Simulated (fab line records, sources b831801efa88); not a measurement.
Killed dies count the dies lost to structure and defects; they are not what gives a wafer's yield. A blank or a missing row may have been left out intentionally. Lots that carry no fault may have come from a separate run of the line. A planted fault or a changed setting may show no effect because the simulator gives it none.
fab line records | flow sky130
record: lots: 15 wafers: 44 last_day: 50
route steps=708 shown CAP2M@611 PAD_OPEN@708
lots untouched by any fault: they come from a run of this same line in which no faults occurred
start_h: start of the lot's first displayed wafer, in hours after the record's first day | wait_h: how many hours have passed since the lot's step before this one | " the same as in the row above | L1.1+2: several wafers, shown together as one row | - either no value or no given start | * or withheld: withheld | < > ~ a bound
route shown NAME@n: names a module that has steps shown in the file, with the first one's number in the route | usual: mean/standard deviation of fault-free wafers | same: alike in all rows | chamber/n: place in a boat | sites: each site's reading | _std_site: their standard deviation | _edge_site: the outer-site mean with the inner-site mean subtracted | radius_mm: for every site, how far away it sits from the centre of the wafer | mask NAME#n: copy n | behind: tool/chamber where the wafer was last shaped | hold: why the lot went on hold/how many hours it stayed there/how the hold came to an end | device: the n, p or np transistor that did not switch | end of line: tests of these same wafers at the route's end | a step with no rows: only its recipe | killed: count of dies lost to structure and defects at first sort (not the wafer's yield) | map: the dies of a wafer, with x for killed, . for not killed, _ for no die there
set.NAME: setting as actually run; set.NAME@STEP: the setting as run at that earlier step | model.NAME: the simulator's own value behind a step, which no gauge read
steps of the route over a sample of lots; a table a step, a row a wafer
== steps ==
step: SKY_CAP2M_SOFTBAKE_08
recipe: temp_c: 90 time_s: 60 resist: NOVOLAK
usual: heater_power_total_W: 56.59/0.046 run_length_s: 89.13/0.16
columns lot.wafer tool chamber start_h wait_h heater_power_total_W run_length_s
L311.1 litho_track-03 0 939.00 0.1 56.63 88.87
L311.4 " 0 " " 56.55 89.11
L311.6 " 0 " " 56.59 89.09
L312.4 litho_track-04 0 940.99 0.1 56.58 89.19
L312.5 " 0 " " 56.59 89.18
L312.6 " 0 " " 56.65 89.29
L313.1 litho_track-02 0 948.76 0.1 56.70 89.09
L313.3 " 0 " " 56.62 88.99
L313.6 " 0 " " 56.56 89.28
L314.1 litho_track-04 0 952.81 0.1 56.54 89.42
L314.3 " 0 " " 56.58 89.23
L314.5 " 0 " " 56.59 89.20
L316.2 litho_track-04 0 975.14 0.1 56.51 89.30
L316.3 " 0 " " 56.57 89.25
L316.6 " 0 " " 56.58 89.51
L317.1 litho_track-04 0 984.06 0.1 58.28 84.10
L317.2 " 0 " " 56.62 89.19
L317.5 " 0 " " 56.54 89.39
L318.3 litho_track-04 0 990.86 0.1 56.60 89.27
L318.4 " 0 " " 58.36 83.92
L318.5 " 0 " " 56.58 89.30
L320.3 litho_track-04 0 1008.71 0.1 56.54 89.50
L320.4 " 0 " " 58.37 84.08
L326.1 litho_track-03 0 1054.65 0.1 56.67 88.87
L326.3 " 0 " " 56.60 88.98
L326.5 " 0 " " 56.63 88.97
L328.1 litho_track-02 0 1060.36 0.1 56.52 89.10
L328.5 " 0 " " 56.60 88.94
L328.6 " 0 " " 56.58 88.99
L329.3 litho_track-02 0 1061.01 0.1 56.61 89.11
L329.4 " 0 " " 56.51 88.95
L329.6 " 0 " " 56.63 89.22
L331.1 litho_track-03 0 1069.45 0.1 56.54 88.90
L331.2 " 0 " " 56.59 89.00
L331.6 " 0 " " 56.64 89.23
L332.1 litho_track-02 0 1075.06 0.1 56.56 89.06
L332.2 " 0 " " 56.56 89.00
L332.6 " 0 " " 56.56 89.06
L333.1 litho_track-02 0 1088.26 0.1 56.64 88.96
L333.2 " 0 " " 56.64 89.12
L333.4 " 0 " " 56.53 89.05
L334.1 litho_track-03 0 1089.05 0.1 56.61 88.87
L334.4 " 0 " " 56.58 88.96
L334.5 " 0 " " 56.51 89.36
step: SKY_PAD_OPEN_PROBE_99
usual: defect_limited_yield: 82.7/1.8 killed_at_M0_to_M3: 44/6.8 killed_at_M4_up: 3.2/1.7 killed_at_contacts: 24/4.9 killed_at_front_end: 14/4.1 killed_at_other: 0.2/0.51 killed_dies: 85/8.7 killed_open: 46/6.8 killed_short: 39/6.1 sort_bin_3_pad_short: 0.9/0.43 sort_bin_5_function: 10.1/1.4 sort_bin_6_memory: 6.3/1.1 sort_n_pass: 407/8.7 sort_yield_pct: 82.7/1.8
same: gross_dies: 492 killed_at_back_side: 0 sort_bin_4_leakage[%]: 0 sort_bin_8_speed[%]: 0
columns lot.wafer tool chamber start_h wait_h defect_limited_yield[%] killed_at_M0_to_M3 killed_at_M4_up killed_at_contacts killed_at_front_end killed_at_other killed_dies killed_open killed_short sort_bin_3_pad_short[%] sort_bin_5_function[%] sort_bin_6_memory[%] sort_n_pass sort_yield_pct[%]
L314.1 prober-01 - 1084.32 0.1 84.6 34 2 17 23 0 76 39 37 1.8 9.1 4.5 416 84.6
L314.3 prober-01 - 1084.42 0.2 80.9 43 5 29 17 0 94 53 41 1.6 10.4 7.1 398 80.9
L314.5 prober-01 - 1084.52 0.2 83.9 33 5 25 16 0 79 44 35 1.8 8.7 5.5 413 83.9
L320.3 prober-01 - 1131.64 0.2 82.9 41 3 29 11 0 84 47 37 1.0 10.0 6.1 408 82.9
L329.3 prober-02 - 1174.41 0.2 86.2 38 1 19 10 0 68 44 24 0.6 7.1 6.1 424 86.2
L329.4 prober-02 - 1174.46 0.2 82.3 37 2 23 25 0 87 48 39 0.2 11.4 6.1 405 82.3
L329.6 prober-02 - 1174.56 0.2 81.9 44 3 27 15 0 89 48 41 0.4 12.4 5.3 403 81.9
L331.1 prober-01 - 1181.02 0.1 80.5 44 5 37 10 0 96 59 37 0.4 11.8 7.3 396 80.5
L331.2 prober-01 - 1181.07 0.1 81.5 32 4 38 17 0 91 52 39 0.8 10.8 6.9 401 81.5
L331.6 prober-01 - 1181.27 0.2 81.9 49 5 21 14 0 89 50 39 1.4 10.2 6.5 403 81.9
killed by level:class
L314.1 POLY_GATE:geometric_particle:short=7 CONTACT:geometric_particle:open=6 VIA1:geometric_particle:open=6 LOCAL_INTERCONNECT:geometric_particle:short=5 POLY_GATE:geometric_particle:open=5 VIA2:geometric_particle:open=5 VIA3:geometric_particle:open=5 VIA3:geometric_particle:short=5
L314.3 VIA1:geometric_particle:open=13 CONTACT:geometric_particle:open=10 VIA3:geometric_particle:open=10 CONTACT:geometric_particle:short=8 FIELD_ISO:geometric_particle:open=7 LI_CONTACT:geometric_particle:open=6 METAL2:geometric_particle:short=6 FIELD_ISO:geometric_particle:short=5
L314.5 CONTACT:geometric_particle:open=9 VIA2:geometric_particle:open=7 LI_CONTACT:geometric_particle:open=6 VIA1:geometric_particle:open=6 FIELD_ISO:geometric_particle:open=5 METAL2:geometric_particle:short=5 LI_CONTACT:geometric_particle:short=4 VIA1:geometric_particle:short=4
L320.3 CONTACT:geometric_particle:open=12 VIA3:geometric_particle:open=9 VIA2:geometric_particle:open=8 LI_CONTACT:geometric_particle:open=7 CONTACT:geometric_particle:short=7 FIELD_ISO:geometric_particle:open=5 FIELD_ISO:geometric_particle:short=4 METAL1:geometric_particle:short=4
L329.3 CONTACT:geometric_particle:open=11 VIA1:geometric_particle:open=11 FIELD_ISO:geometric_particle:open=5 VIA2:geometric_particle:open=5 CONTACT:geometric_particle:short=5 METAL2:geometric_particle:short=4 METAL3:geometric_particle:short=4 POLY_GATE:geometric_particle:open=3
L329.4 POLY_GATE:geometric_particle:open=10 VIA1:geometric_particle:open=9 METAL1:geometric_particle:short=8 CONTACT:geometric_particle:open=6 VIA2:geometric_particle:open=6 LI_CONTACT:geometric_particle:open=5 METAL2:geometric_particle:short=5 FIELD_ISO:geometric_particle:short=4
L329.6 VIA1:geometric_particle:open=13 CONTACT:geometric_particle:open=10 LI_CONTACT:geometric_particle:open=8 LOCAL_INTERCONNECT:geometric_particle:short=6 METAL1:geometric_particle:short=6 METAL2:geometric_particle:short=6 FIELD_ISO:geometric_particle:short=5 POLY_GATE:geometric_particle:short=5
L331.1 LI_CONTACT:geometric_particle:open=14 CONTACT:geometric_particle:open=14 VIA2:geometric_particle:open=9 VIA1:geometric_particle:open=8 METAL2:geometric_particle:short=6 VIA3:geometric_particle:open=5 FIELD_ISO:geometric_particle:short=4 VIA1:geometric_particle:short=4
L331.2 LI_CONTACT:geometric_particle:open=12 CONTACT:geometric_particle:open=12 VIA1:geometric_particle:open=9 METAL2:geometric_particle:short=7 CONTACT:geometric_particle:short=7 FIELD_ISO:geometric_particle:open=6 LI_CONTACT:geometric_particle:short=6 POLY_GATE:geometric_particle:open=5
L331.6 VIA1:geometric_particle:open=15 CONTACT:geometric_particle:open=11 VIA3:geometric_particle:open=9 METAL2:geometric_particle:short=7 VIA3:geometric_particle:short=6 VIA1:geometric_particle:short=5 FIELD_ISO:geometric_particle:open=4 POLY_GATE:geometric_particle:open=3
== key ==
first_sign: step: SKY_CAP2M_SOFTBAKE_08 reading: heater_power_total_W direction: up sigmas: 38 usual: * struck: *
effect: step: SKY_CAP2M_SOFTBAKE_08 reading: run_length_s direction: down sigmas: 31 usual: * struck: *
met_at SKY_CAP2M_SOFTBAKE_08
struck_lots L317,L318,L320
struck_wafers L317.1,L318.4,L320.4
onset_between 975.14 984.06
fault: kind: process_parameter_drift tool: litho_track-04 chamber: - onset_h: 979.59 steps: SKY_CAP2M_SOFTBAKE_08 channel: time_s offset: * shape: step end_h: 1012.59 scope: struck_wafers_only acts_in: * stated: *
